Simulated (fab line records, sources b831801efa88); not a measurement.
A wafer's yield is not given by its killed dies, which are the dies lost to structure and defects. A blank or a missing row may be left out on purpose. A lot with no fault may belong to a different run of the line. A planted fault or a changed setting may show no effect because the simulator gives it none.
Problem report in the 8D (eight disciplines) form, filled by code ; flow gf180mcu ; the parts of the form that need people (team, actions taken, sign-off) are left out

== 1. THE PROBLEM ==
GF_V3_SPUTTER_22, cathodeDcPowerW: mean 4178.2 W over 1 wafer from 1 lot; wafers with no fault: 3999.9 W, standard deviation 0.84. That is +99 or more standard deviations from the usual mean.
The step: material TiN, target thk 10 nm, time 40 s.
First seen on wafer L369.6, day 27 18:38, on pvdSputter-04. Wafers with a number at this step in the record: 39, from 13 lots. Rule for "out", or "out of limits": more than 4 standard deviations from the usual mean. All remaining wafers that have a number are taken as sound.

== 2. WHAT THIS IS AND IS NOT ==
question;is;is not
which readings at this step;cathodeDcPowerW;throttleValvePct
which lots;L369;L354, L356, L357, L358, L359, L361, L365, L368, L371, L373, L374, L376
which wafers of those lots;L369.6;L369.2, L369.4
read on which tools;pvdSputter-04;pvdSputter-01, pvdSputter-03
when;from day 27 18:38;"up to then (23 sound wafers); but 15 sound wafers of L368, L371, L373, L374, L376 came after"

== 3. WHAT RULES OUT EACH SUSPECT ==
Counting: a tool at a process step up to the reading stays a suspect if it ran every lot that is out. Sound lots after the first of them don't rule it out here, since some wafers of a struck lot are sound.
- pvdSputter-04 at GF_V3_SPUTTER_21 (material Ti, target thk 15 nm, time 80.02 s): kept. It ran the lot that is out, L369 (day 27 18:35); its last sound lot up to then is L359 (day 24 04:43).
- pvdSputter-04 at GF_V3_SPUTTER_22 (material TiN, target thk 10 nm, time 40 s): kept. It ran the lot that is out, L369 (day 27 18:38); its last sound lot up to then is L359 (day 24 04:46). Out on those wafers are its own readings of cathodeDcPowerW.
Remaining after the count are pvdSputter-04 at GF_V3_SPUTTER_21 and pvdSputter-04 at GF_V3_SPUTTER_22.

== 4. THE CAUSE (what the simulator had put in) ==
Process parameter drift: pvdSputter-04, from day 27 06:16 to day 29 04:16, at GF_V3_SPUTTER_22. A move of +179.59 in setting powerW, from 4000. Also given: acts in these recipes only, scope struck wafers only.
Of the 2 suspects that counting leaves, this tool is one.

== 5. SEQUENCE OF EFFECTS, ordered by route ==
Each row: a reading whose mean over the struck wafers that have a number lies more than 3 standard deviations from the usual. Only readings whose record carries a usual standard deviation are examined. hours: median over the lots of the time between each lot's start at the first step of this table that gives one and its start at this step. sigmas: the change, counted in usual standard deviations.
hours;step;reading;usual;on struck wafers;change;sigmas
0;GF_V3_SPUTTER_22;cathodeDcPowerW;3999.9 W;4178.2;+178.3;+99 or more
Its process steps:
- GF_V3_SPUTTER_22: material TiN, target thk 10 nm, time 40 s.

== 6. WHAT WOULD HAVE CAUGHT IT SOONER ==
12 hours passed between the start of the fault at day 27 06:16 and the first reading out of limits in this record, taken at day 27 18:38.
